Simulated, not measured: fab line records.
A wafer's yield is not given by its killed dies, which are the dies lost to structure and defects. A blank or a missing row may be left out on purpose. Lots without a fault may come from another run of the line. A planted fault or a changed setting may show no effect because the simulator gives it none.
2 desks looking at one fault | flow gf180mcu | numbers are kept per desk, each desk with only its own; the story behind them comes last

== THE METROLOGY DESK ==
What the gauges read for every lot (on any tool): the sampled wafers with a number, averaged. Marked OUT: a lot whose mean sits more than 4 standard deviations from the usual mean, which makes it out of limits; the brackets give that distance.
Columns: A = VT_IMPLANT_01_OVL at GF_VT_IMPLANT_OVL_MEAS_18, usual 0.7 nm; B = HV_LDD_3_TW at GF_HV_LDD_TW_MEAS_38, usual 1428; C = HV_LDD_RS at GF_HV_LDD_RS_MEAS_53, usual 418.2 ohm/sq; D = SALICIDE_TIN_THK at GF_SALICIDE_THK_MEAS_05, usual 20.32 nm
lot  | first seen here | A    | B              | C               | D
L640 | day 6 06:33     | 0.3  | 1420           | 417.8           | 20.06
L645 | day 7 12:38     | -1.2 | 1438           | 419.3           | 20.86
L647 | day 8 03:35     | 0.8  | 1428           | 418.5           | 19.97
L648 | day 8 07:33     | 0.7  | 1432           | 418.0           | 20.39
L649 | day 8 15:18     | 2.1  | 1427           | 418.1           | 20.15
L650 | day 9 00:29     | 0.4  | 1328 (-12) OUT | 434.8 (+17) OUT | 20.39
L652 | day 9 11:35     | 1.4  | 1434           | 419.3           | 20.43
L655 | day 10 04:48    | 1.6  | 1321 (-13) OUT | 438.5 (+20) OUT | 20.10
L657 | day 10 17:33    | -1.2 | 1411           | 417.9           | 20.36
L658 | day 10 22:48    | 1.8  | 1426           | 418.7           | 20.01
L660 | day 11 14:49    | 2.0  | 1430           | 417.7           | 20.62
L661 | day 11 18:14    | 1.7  | 1415           | 419.8           | 20.29
L663 | day 12 05:53    | 2.0  | 1431           | 418.8           | 20.50
This desk reports L650, L655 out of limits; the earliest was L650 at day 15 00:01 (HV_LDD_3_TW at GF_HV_LDD_TW_MEAS_38). Within limits: L640, L645, L647, L648, L649, L652, L657, L658, L660, L661, L663.

== TOOL OWNER'S DESK, implanter-03 ==
GF_HV_LDD_IMPLANT_34, tool's own readings: per-lot mean of the sampled wafers with a number, covering each lot this tool ran. Marked OUT: a lot whose mean sits more than 4 standard deviations from the usual mean, which makes it out of limits; the brackets give that distance.
Columns: A = dose_ions_cm2 at GF_HV_LDD_IMPLANT_34, usual 7.5e+12; B = faraday_current_uA at GF_HV_LDD_IMPLANT_34, usual 42.3
lot  | first seen here | A                         | B
L645 | day 13 04:28    | 7.5e+12                   | 42.2
L649 | day 14 11:34    | 7.5e+12                   | 42.2
L650 | day 14 23:29    | 7.4e+11 (-99 or more) OUT | 4.2 (-52) OUT
L655 | day 16 08:14    | 7.6e+11 (-99 or more) OUT | 4.2 (-52) OUT
This desk's verdict: out of limits on L650, L655, starting with L650 at day 14 23:29 (dose_ions_cm2 at GF_HV_LDD_IMPLANT_34). Within limits: L645, L649.

== ALL TOGETHER ==
An alarm could have come from the tool owner's desk at day 14 23:29, on L650, L655.
An alarm was possible from the metrology desk at day 15 00:01, on L650, L655.
GF_HV_LDD_IMPLANT_34 was run on implanter-03 by each of the lots named.

== WHAT WAS PUT IN BY THE SIMULATOR ==
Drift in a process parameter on implanter-03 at GF_HV_LDD_IMPLANT_34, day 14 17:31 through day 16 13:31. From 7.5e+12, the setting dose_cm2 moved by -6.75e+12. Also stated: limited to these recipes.
Lots struck among those shown: L650, L655.
Fault start to first reading out of limits, in hours, per desk: tool owner, 6; metrology, 7.
